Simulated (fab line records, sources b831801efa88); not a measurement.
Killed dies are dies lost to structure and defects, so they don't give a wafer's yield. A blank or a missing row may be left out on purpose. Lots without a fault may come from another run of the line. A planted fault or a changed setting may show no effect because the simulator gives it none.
fab line records | flow sky130
record lots=5 wafers=23
route steps=708 shown POLY_GATE@223 LDD_N@247 LDD_P@261 LDD_HVP@280 LDD_LDN@299 POLY_CUT@310
start_h: hours from the record's first day to the start of the lot's first wafer shown | wait_h: hours since the lot's step before | " the same as in the row above | L1.1+2: a row that stands for several wafers | - no value, or no start given | * or withheld: withheld | < > ~ a bound
route shown NAME@n: a module of which the file shows steps, and the number in the route of the first | usual: mean/standard deviation of fault-free wafers | same: alike in all rows | chamber/n: place in a boat | sites: the reading at each site | _std_site: their standard deviation | _edge_site: outer sites' mean less inner sites' | radius_mm: how far each site lies from the wafer's centre | mask NAME#n: copy n | behind: the tool/chamber that last shaped the wafer | hold: why the lot was held/for how many hours/how that ended | device: the transistor (n, p or np) that didn't switch | end of line: the same wafers' tests at the end of the route | a step without rows: its recipe alone | killed: dies lost to structure and defects at the first sort, not the wafer's yield | map: a wafer's dies, x killed, . not, _ none there
set.NAME: the setting as run; set.NAME@STEP: as run at that earlier step | model.NAME: the simulator's own value behind a step, which no gauge read
lots whose settings were changed on purpose; a table a step, a row a wafer
## steps
# step SKY_POLY_GATE_SOFTBAKE_09
# recipe temp_c=100 time_s=90 resist=KrF-thick
# columns lot.wafer tool chamber start_h wait_h set.temp_c
L077.1+4+6 litho_track-04 0 - - 100
L078.1+2 litho_track-04 0 - - 99.06
L078.4+5+6 " 0 " " 100
L081.1+2+3+4+5 litho_track-02 0 - - 100
L082.2+4+5 litho_track-04 0 - - 100
L082.3+6 " 0 " " 96.91
L083.1+4 litho_track-04 0 - - 100
L083.3+5+6 " 0 " " 101.9
# step SKY_POLY_GATE_EXPOSE_10
# recipe mask_id=P1M na=0.68 source_shape=conventional sigma_outer=0.6 target_cd_nm=150 dose_mj=28
# step SKY_POLY_GATE_PEB_11
# recipe peb_temp_c=withheld peb_time_s=withheld resist=KrF-thick
# step SKY_POLY_GATE_ETCH_15
# recipe chemistry=N2/H2 target=BARC ion_energy_ev=200 source_w=500 bias_w=100 pressure_mtorr=30 n2_flow_sccm=100 h2_flow_sccm=200 stop_on=SiO2 time_s=118.5 target_depth_a=1100
# columns lot.wafer tool chamber start_h wait_h set.resist_thk_nm@POLY_GATE_COAT_08 model.KrF-thick_of_POLY_GATE_COAT_08.thk_nm
L077.1 rie_diel-03 1 396.21 0.0 450 340.8
L077.4 " 3 " " 450 341.5
L077.6 " 0 " " 450 343.4
L078.1 rie_diel-03 3 404.48 0.0 450 342.8
L078.2 " 0 " " 450 344.8
L078.4 " 1 " " 450 343.6
L078.5 " 2 " " 450 344.7
L078.6 " 1 " " 450 344.1
L081.1 rie_diel-04 0 438.98 0.0 450 345.6
L081.2 " 1 " " 450 345.4
L081.3 " 3 " " 450 346.4
L081.4 " 2 " " 450 346.2
L081.5 " 1 " " 450 345.9
L082.2 rie_diel-03 0 448.28 0.0 450 342.6
L082.3 " 1 " " 450 344
L082.4 " 2 " " 450 343.4
L082.5 " 1 " " 464.6 358.6
L082.6 " 2 " " 464.6 359.7
L083.1 rie_diel-01 3 454.09 0.0 450 343.4
L083.3+6 " 0,1 " " 431.4 324
L083.4 " 0 " " 431.4 324.6
L083.5 " 3 " " 450 343.5
# step SKY_POLY_GATE_ETCH_16
# recipe stop_on=poly-Si chemistry=CH3F/O2 target=Si3N4 source_w=400 bias_w=80 pressure_mtorr=25 ch3f_flow_sccm=40 O2_flow_sccm=30 time_s=147.5 target_depth_a=750
# columns lot.wafer tool chamber start_h wait_h set.resist_thk_nm@POLY_GATE_COAT_08 model.KrF-thick_of_POLY_GATE_COAT_08.thk_nm
L077.1+4 rie_diel-03 1,3 396.29 0.0 450 230.6
L077.6 " 0 " " 450 234.3
L078.1 rie_diel-03 3 404.56 0.0 450 231.2
L078.2 " 0 " " 450 235.3
L078.4 " 1 " " 450 232.7
L078.5 " 2 " " 450 234.9
L078.6 " 1 " " 450 233.2
L081.1 rie_diel-04 0 439.06 0.0 450 235.5
L081.2 " 1 " " 450 234.6
L081.3 " 3 " " 450 237.8
L081.4 " 2 " " 450 238
L081.5 " 1 " " 450 236
L082.2 rie_diel-03 0 448.36 0.0 450 231.1
L082.3 " 1 " " 450 233
L082.4 " 2 " " 450 233.6
L082.5 " 1 " " 464.6 247
L082.6 " 2 " " 464.6 249.3
L083.1 rie_diel-01 3 454.17 0.0 450 233.1
L083.3 " 0 " " 431.4 212.8
L083.4 " 0 " " 431.4 214.2
L083.5 " 3 " " 450 232.8
L083.6 " 1 " " 431.4 211.5
# step SKY_POLY_GATE_ETCH_17
# recipe target_depth_nm=180 stop_on=SiO2 over_etch_frac=0.56667 chemistry=HBr/Cl2 target=poly-Si icp_w=400 bias_w=100 pressure_mtorr=10 HBr_flow_sccm=150 Cl2_flow_sccm=50 time_s=69.55
# columns lot.wafer tool chamber start_h wait_h set.resist_thk_nm@POLY_GATE_COAT_08 model.KrF-thick_of_POLY_GATE_COAT_08.thk_nm
L077.1 rie_si-02 3 396.39 0.0 450 140
L077.4 " 2 " " 450 140.6
L077.6 " 0 " " 450 141.9
L078.1 rie_si-01 2 404.66 0.0 450 139.1
L078.2 " 0 " " 450 140.3
L078.4 " 1 " " 450 138
L078.5 " 1 " " 450 140
L078.6 " 2 " " 450 141.1
L081.1 rie_si-02 2 439.16 0.0 450 144.7
L081.2 " 1 " " 450 140.4
L081.3 " 3 " " 450 145.9
L081.4 " 0 " " 450 144.8
L081.5 " 3 " " 450 143.8
L082.2 rie_si-02 2 448.46 0.0 450 141.7
L082.3 " 0 " " 450 140.3
L082.4 " 1 " " 450 140.7
L082.5 " 3 " " 464.6 156.4
L082.6 " 2 " " 464.6 159.5
L083.1 rie_si-01 2 454.27 0.0 450 141.8
L083.3 " 0 " " 431.4 118.7
L083.4 " 1 " " 431.4 120.8
L083.5 " 1 " " 450 138.6
L083.6 " 2 " " 431.4 119.1
# step SKY_POLY_GATE_STRIP_18
# recipe chemistry=O2/N2 power_w=1400 pressure_mtorr=1500 platen_temp_c=withheld o2_flow_sccm=3000 n2_flow_sccm=300 overash_fraction=0.5
# usual strip_time_to_endpoint_s=3.18/0.03
# columns lot.wafer tool chamber start_h wait_h set.resist_thk_nm@POLY_GATE_COAT_08 strip_time_to_endpoint_s
L077.1 plasma_asher-01 1 396.44 0.0 450 3.16
L077.4 " 0 " " 450 3.17
L077.6 " 1 " " 450 3.18
L078.1 plasma_asher-04 1 404.71 0.0 450 3.15
L078.2 " 0 " " 450 3.17
L078.4 " 1 " " 450 3.15
L078.5 " 0 " " 450 3.17
L078.6 " 1 " " 450 3.18
L081.1 plasma_asher-04 1 439.21 0.0 450 3.23
L081.2 " 0 " " 450 3.16
L081.3 " 1 " " 450 3.21
L081.4 " 0 " " 450 3.21
L081.5 " 1 " " 450 3.21
L082.2 plasma_asher-01 1 448.51 0.0 450 3.17
L082.3 " 1 " " 450 3.18
L082.4 " 0 " " 450 3.19
L082.5 " 1 " " 464.6 3.35
L082.6 " 0 " " 464.6 3.38
L083.1 plasma_asher-03 0 454.33 0.0 450 3.17
L083.3 " 1 " " 431.4 2.95
L083.4 " 0 " " 431.4 2.95
L083.5 " 1 " " 450 3.15
L083.6 " 0 " " 431.4 2.92
# step SKY_POLY_GATE_OXIDATION_20
# recipe temp_c=850 ambient=O2 stabilise_s=600 purge_s=300 target_thk_a=40 ox_time_s=899
# columns lot.wafer tool chamber start_h wait_h set.ox_time_s model.SiO2_of_POLY_GATE_OXIDATION_20.thk_nm
L077.1 furnace-01 0 397.30 0.7 899 4.039
L077.4 " 0 " " 899 3.98
L077.6 " 0 " " 899 4.014
L078.1 - - - 2.8 789.8 3.634
L078.2 " - " " 789.8 3.632
L078.4 " - " " 789.8 3.639
L078.5 " - " " 789.8 3.609
L078.6 " - " " 789.8 3.618
L081.1 - - - 0.0 959.3 3.97
L081.2 " - " " 959.3 4.067
L081.3 " - " " 959.3 4.09
L081.4 " - " " 959.3 4.057
L081.5 " - " " 959.3 4.092
L082.2 - - - 0.0 960.2 3.997
L082.3 " - " " 960.2 4.045
L082.4 " - " " 960.2 4.069
L082.5 " - " " 960.2 4.012
L082.6 " - " " 960.2 4.077
L083.1 - - - 2.4 987.2 4.035
L083.3 " - " " 987.2 4.094
L083.4 " - " " 987.2 4.091
L083.5 " - " " 987.2 4.125
L083.6 " - " " 987.2 4.123
# step SKY_POLY_GATE_THK_MEAS_21
# recipe reads=SiO2_of_POLY_GATE_OXIDATION_20
# usual POLY_GATE_OXIDATION_THK=3.91/0.077
# columns lot.wafer tool chamber start_h wait_h set.ox_time_s@POLY_GATE_OXIDATION_20 POLY_GATE_OXIDATION_THK[nm]
L077.1 film_metro-03 - 398.55 0.0 899 4.03
L077.4 " - " " 899 3.92
L077.6 " - " " 899 3.98
L078.1 film_metro-02 - - - 789.8 3.61
L078.2 " - " " 789.8 3.64
L078.4 " - " " 789.8 3.58
L078.5 " - " " 789.8 3.62
L078.6 " - " " 789.8 3.56
L081.1 film_metro-02 - - - 959.3 3.97
L081.2 " - " " 959.3 4.06
L081.3 " - " " 959.3 4.09
L081.4 " - " " 959.3 4.06
L081.5 " - " " 959.3 4.07
L082.2 film_metro-01 - - - 960.2 3.99
L082.3 " - " " 960.2 4.03
L082.4 " - " " 960.2 4.09
L082.5 " - " " 960.2 3.98
L082.6 " - " " 960.2 4.07
L083.1 film_metro-03 - - - 987.2 4.04
L083.3 " - " " 987.2 4.13
L083.4 " - " " 987.2 4.10
L083.5 " - " " 987.2 4.10
L083.6 " - " " 987.2 4.10
# step SKY_LDD_N_IMPLANT_10
# recipe species=As energy_kev=20 dose_cm2=7.5e+13 tilt_deg=withheld rotation_deg=203
# columns lot.wafer tool chamber start_h wait_h set.energy_kev model.implant.rp_nm model.implant.drp_nm
L077.1+4+6 implanter-03 0 428.87 0.1 20 15.27 7.212
L078.1+5 implanter-03 0 439.59 0.1 20 16.06 7.212
L078.2+4+6 " 0 " " 20.97 16.62 7.453
L081.1+2+3+4+5 implanter-01 0 472.16 0.1 20 16 7.212
L082.2+4 implanter-02 0 481.66 0.1 20 15.65 7.212
L082.3+5+6 " 0 " " 19.08 15.12 6.981
L083.1+3+5 implanter-03 0 490.42 0.1 20 15.91 7.212
L083.4+6 " 0 " " 18.99 15.32 6.958
# step SKY_LDD_P_DEVELOP_06
# recipe resist=NOVOLAK developer=TMAH develop_time_s=60 dev_temp_c=23
# columns lot.wafer tool chamber start_h wait_h set.dev_temp_c
L077.1+4+6 litho_track-01 0 461.37 0.1 23
L078.1+4 litho_track-01 0 470.77 0.1 19.59
L078.2+5+6 " 0 " " 23
L081.1+2+3+4+5 litho_track-01 0 504.72 0.1 23
L082.2+3 litho_track-01 0 513.49 0.1 23
L082.4+5+6 " 0 " " 25.51
L083.1+5+6 litho_track-02 0 522.30 0.1 21.68
L083.3+4 " 0 " " 23
# step SKY_LDD_P_CD_MEAS_07
# recipe target_cd_nm=380
# usual cd_nm=381.6/2.8
# columns lot.wafer tool chamber start_h wait_h set.dev_temp_c@LDD_P_DEVELOP_06 cd_nm
L077.1 cd_sem-01 - 461.52 0.1 23 386.3
L077.4 " - " " 23 381.4
L077.6 " - " " 23 382.3
L078.1 cd_sem-02 - 470.92 0.1 19.59 390.9
L078.2 " - " " 23 381.0
L078.4 " - " " 19.59 393.8
L078.5 " - " " 23 382.4
L078.6 " - " " 23 382.7
L081.1 cd_sem-01 - 504.87 0.1 23 380.8
L081.2 " - " " 23 380.6
L081.3 " - " " 23 381.5
L081.4 " - " " 23 379.4
L081.5 " - " " 23 378.5
L082.2 cd_sem-01 - 513.64 0.1 23 383.7
L082.3 " - " " 23 382.9
L082.4 " - " " 25.51 373.9
L082.5 " - " " 25.51 377.0
L082.6 " - " " 25.51 374.2
L083.1 cd_sem-02 - 522.45 0.1 21.68 384.2
L083.3 " - " " 23 381.3
L083.4 " - " " 23 378.6
L083.5 " - " " 21.68 383.3
L083.6 " - " " 21.68 384.1
# step SKY_LDD_P_IMPLANT_09
# recipe species=BF2 energy_kev=25 dose_cm2=1e+13 tilt_deg=withheld
# columns lot.wafer tool chamber start_h wait_h set.energy_kev model.implant.drp_nm
L077.1+4+6 implanter-01 0 461.68 0.0 25 11.41
L078.1+4+5 implanter-04 0 471.07 0.0 26.09 11.76
L078.2+6 " 0 " " 25 11.41
L081.1+2+4 implanter-04 0 505.02 0.0 26.11 11.76
L081.3+5 " 0 " " 25 11.41
L082.2+3+4+5+6 implanter-01 0 513.80 0.0 25 11.41
L083.1+4+6 implanter-03 0 522.61 0.0 25.75 11.65
L083.3+5 " 0 " " 25 11.41
# step SKY_LDD_HVP_COAT_02
# recipe resist=NOVOLAK spin_rpm=3000 resist_thk_nm=300
# columns lot.wafer tool chamber start_h wait_h set.spin_rpm model.NOVOLAK_of_LDD_HVP_COAT_02.thk_nm
L077.1 litho_track-02 0 508.75 0.1 3000 301.3
L077.4 " 0 " " 3000 301
L077.6 " 0 " " 3000 300.1
L078.1 litho_track-01 0 518.87 0.1 3000 299.9
L078.2 " 0 " " 3000 299.4
L078.4 " 0 " " 3125 293.6
L078.5 " 0 " " 3125 294.2
L078.6 " 0 " " 3125 293.4
L081.1 litho_track-02 0 551.45 0.1 3132 295.3
L081.2 " 0 " " 3000 299.8
L081.3 " 0 " " 3132 294.4
L081.4 " 0 " " 3132 294.1
L081.5 " 0 " " 3000 300.7
L082.2 litho_track-04 0 559.56 0.1 3144 294.9
L082.3 " 0 " " 3000 301.1
L082.4+6 " 0 " " 3000 302.3
L082.5 " 0 " " 3144 294.8
L083.1 litho_track-02 0 567.50 0.1 2799 310.5
L083.3 " 0 " " 3000 298.8
L083.4 " 0 " " 3000 300.1
L083.5 " 0 " " 3000 299.7
L083.6 " 0 " " 2799 310.2
# step SKY_LDD_HVP_SOFTBAKE_03
# recipe temp_c=90 time_s=60 resist=NOVOLAK
# step SKY_LDD_HVP_EXPOSE_04
# recipe mask_id=HVPTM na=0.6 source_shape=conventional sigma_outer=0.6 polarization=unpolarized target_cd_nm=700 dose_mj=86
# step SKY_LDD_HVP_IMPLANT_08
# recipe species=B energy_kev=20 dose_cm2=1.7e+13 tilt_deg=17.9
# step SKY_LDD_HVP_STRIP_09
# recipe chemistry=O2/N2 power_w=1400 pressure_mtorr=1500 platen_temp_c=withheld o2_flow_sccm=3000 n2_flow_sccm=300 overash_fraction=0.5
# usual strip_time_to_endpoint_s=4.144/0.012
# columns lot.wafer tool chamber start_h wait_h set.spin_rpm@LDD_HVP_COAT_02 strip_time_to_endpoint_s
L077.1 plasma_asher-03 1 524.79 0.1 3000 4.153
L077.4 " 0 " " 3000 4.155
L077.6 " 1 " " 3000 4.144
L078.1 plasma_asher-03 1 533.87 0.1 3000 4.133
L078.2 " 0 " " 3000 4.138
L078.4 " 0 " " 3125 4.055
L078.5 " 0 " " 3125 4.063
L078.6 " 1 " " 3125 4.039
L081.1 plasma_asher-04 0 565.91 0.1 3132 4.081
L081.2 " 1 " " 3000 4.134
L081.3 " 0 " " 3132 4.065
L081.4 " 1 " " 3132 4.048
L081.5 " 1 " " 3000 4.149
L082.2 plasma_asher-03 0 574.82 0.1 3144 4.069
L082.3 " 1 " " 3000 4.147
L082.4 " 0 " " 3000 4.169
L082.5 " 1 " " 3144 4.089
L082.6 " 0 " " 3000 4.172
L083.1 plasma_asher-01 1 582.40 0.1 2799 4.263
L083.3 " 0 " " 3000 4.123
L083.4 " 1 " " 3000 4.119
L083.5 " 0 " " 3000 4.136
L083.6 " 1 " " 2799 4.269
# step SKY_LDD_LDN_IMPLANT_10
# recipe species=As energy_kev=15 dose_cm2=1.25e+13 tilt_deg=withheld rotation_deg=203
# columns lot.wafer tool chamber start_h wait_h set.energy_kev model.implant.drp_nm
L077.1+4+6 implanter-03 0 554.79 0.1 15 5.933
L078.1+4+6 implanter-03 0 564.37 0.1 15 5.933
L078.2+5 " 0 " " 14.75 5.865
L081.1+3 implanter-02 0 596.26 0.1 14.55 5.81
L081.2+4+5 " 0 " " 15 5.933
L082.2+6 implanter-03 0 604.28 0.1 15.26 6.002
L082.3+4+5 " 0 " " 15 5.933
L083.1+4 implanter-03 0 611.24 0.1 14.71 5.854
L083.3+5+6 " 0 " " 15 5.933
# step SKY_POLY_CUT_COAT_03
# recipe resist=KrF-thick spin_rpm=3000 resist_thk_nm=450
# columns lot.wafer tool chamber start_h wait_h set.spin_rpm model.KrF-thick_of_POLY_CUT_COAT_03.thk_nm
L077.1 litho_track-02 0 - - 3000 449.5
L077.4 " 0 " " 3000 450.5
L077.6 " 0 " " 3000 449.6
L078.1 litho_track-02 0 - - 3000 451.5
L078.2 " 0 " " 3000 453
L078.4 " 0 " " 3085 444.1
L078.5 " 0 " " 3000 451
L078.6 " 0 " " 3085 444.9
L081.1 litho_track-03 0 - - 3000 450.5
L081.2 " 0 " " 2806 466.3
L081.3 " 0 " " 2806 465.9
L081.4 " 0 " " 3000 450.2
L081.5 " 0 " " 2806 466.8
L083.1 litho_track-01 0 - - 3000 449.4
L083.3 " 0 " " 3000 450.2
L083.4 " 0 " " 2784 466.4
L083.5 " 0 " " 3000 450.5
L083.6 " 0 " " 2784 466.9
L082.2 litho_track-02 0 - - 3000 450.3
L082.3 " 0 " " 3000 448.9
L082.4 " 0 " " 3000 448.5
L082.5 " 0 " " 3199 434.7
L082.6 " 0 " " 3199 435.1
# step SKY_POLY_CUT_DEVELOP_07
# recipe develop_time_s=60 resist=KrF-thick dev_temp_c=21
# columns lot.wafer tool chamber start_h wait_h set.dev_temp_c
L077.1+4+6 litho_track-02 0 - - 21
L078.1+6 litho_track-03 0 - - 21
L078.2+4+5 " 0 " " 19.08
L081.1+2+3+4+5 litho_track-03 0 - - 21
L083.1+3 litho_track-03 0 - - 21
L083.4+5+6 " 0 " " 22.49
L082.2+3+5 litho_track-02 0 - - 23.25
L082.4+6 " 0 " " 21
# step SKY_POLY_CUT_ETCH_10
# recipe chemistry=N2/H2 target=BARC ion_energy_ev=200 source_w=500 bias_w=100 pressure_mtorr=30 n2_flow_sccm=100 h2_flow_sccm=200 stop_on=SiO2 time_s=45.9 target_depth_a=600
# step SKY_POLY_CUT_ETCH_11
# recipe target=Si3N4 chemistry=CF4/CH2F2/Ar stop_on=poly-Si source_w=600 bias_w=150 pressure_mtorr=40 cf4_flow_sccm=40 ch2f2_flow_sccm=20 Ar_flow_sccm=150 time_s=42.5 target_depth_a=600
# step SKY_POLY_CUT_STRIP_12
# recipe chemistry=O2/N2 power_w=1400 pressure_mtorr=1500 platen_temp_c=withheld o2_flow_sccm=3000 n2_flow_sccm=300 overash_fraction=0.5
# usual strip_time_to_endpoint_s=5.352/0.017
# columns lot.wafer tool chamber start_h wait_h set.spin_rpm@POLY_CUT_COAT_03 strip_time_to_endpoint_s
L077.1 plasma_asher-01 1 586.89 0.0 3000 5.349
L077.4 " 1 " " 3000 5.351
L077.6 " 0 " " 3000 5.364
L078.1 plasma_asher-01 1 597.11 0.0 3000 5.360
L078.2 " 0 " " 3000 5.378
L078.4 " 1 " " 3085 5.278
L078.5 " 1 " " 3000 5.362
L078.6 " 0 " " 3085 5.326
L081.1 plasma_asher-04 0 644.46 0.0 3000 5.364
L081.2 " 1 " " 2806 5.509
L081.3 " 1 " " 2806 5.530
L081.4 " 0 " " 3000 5.338
L081.5 " 1 " " 2806 5.532
L083.1 plasma_asher-02 0 644.81 0.0 3000 5.341
L083.3 " 0 " " 3000 5.349
L083.4 " 1 " " 2784 5.519
L083.5 " 0 " " 3000 5.349
L083.6 " 1 " " 2784 5.497
L082.2 plasma_asher-01 0 644.89 0.0 3000 5.339
L082.3 " 0 " " 3000 5.344
L082.4 " 1 " " 3000 5.345
L082.5 " 1 " " 3199 5.194
L082.6 " 0 " " 3199 5.208
## key
split step=SKY_POLY_GATE_SOFTBAKE_09 setting=temp_c stated=100 by=wafer
response none clear
split step=SKY_POLY_GATE_OXIDATION_20 setting=ox_time_s stated=899 by=lot
response step=SKY_POLY_GATE_OXIDATION_20 reading=model.SiO2_of_POLY_GATE_OXIDATION_20.thk_nm change=+0.0212 per=1% r=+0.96
response step=SKY_POLY_GATE_THK_MEAS_21 reading=POLY_GATE_OXIDATION_THK change=+0.0224 per=1% r=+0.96
split step=SKY_LDD_N_IMPLANT_10 setting=energy_kev stated=20 by=wafer
response step=SKY_LDD_N_IMPLANT_10 reading=model.implant.rp_nm change=+0.116 per=1% r=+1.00
response step=SKY_LDD_N_IMPLANT_10 reading=model.implant.drp_nm change=+0.05 per=1% r=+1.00
split step=SKY_LDD_P_DEVELOP_06 setting=dev_temp_c stated=23 by=wafer
response step=SKY_LDD_P_CD_MEAS_07 reading=cd_nm change=-0.713 per=1% r=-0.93
split step=SKY_LDD_P_IMPLANT_09 setting=energy_kev stated=25 by=wafer
response step=SKY_LDD_P_IMPLANT_09 reading=model.implant.drp_nm change=+0.0799 per=1% r=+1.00
split step=SKY_LDD_HVP_COAT_02 setting=spin_rpm stated=3000 by=wafer
response step=SKY_LDD_HVP_COAT_02 reading=model.NOVOLAK_of_LDD_HVP_COAT_02.thk_nm change=-1.49 per=1% r=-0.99
response step=SKY_LDD_HVP_STRIP_09 reading=strip_time_to_endpoint_s change=* per=1% r=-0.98
split step=SKY_LDD_LDN_IMPLANT_10 setting=energy_kev stated=15 by=wafer
response step=SKY_LDD_LDN_IMPLANT_10 reading=model.implant.drp_nm change=+0.0409 per=1% r=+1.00
split step=SKY_POLY_CUT_COAT_03 setting=spin_rpm stated=3000 by=wafer
response step=SKY_POLY_CUT_COAT_03 reading=model.KrF-thick_of_POLY_CUT_COAT_03.thk_nm change=-2.32 per=1% r=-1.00
response step=SKY_POLY_CUT_STRIP_12 reading=strip_time_to_endpoint_s change=* per=1% r=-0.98
split step=SKY_POLY_CUT_DEVELOP_07 setting=dev_temp_c stated=21 by=wafer
response none clear
split outside_this_file step=SKY_POLY_GATE_COAT_08 setting=resist_thk_nm
# split outside_this_file: this setting was split too, and the file shows its column; the key of that split is in another file
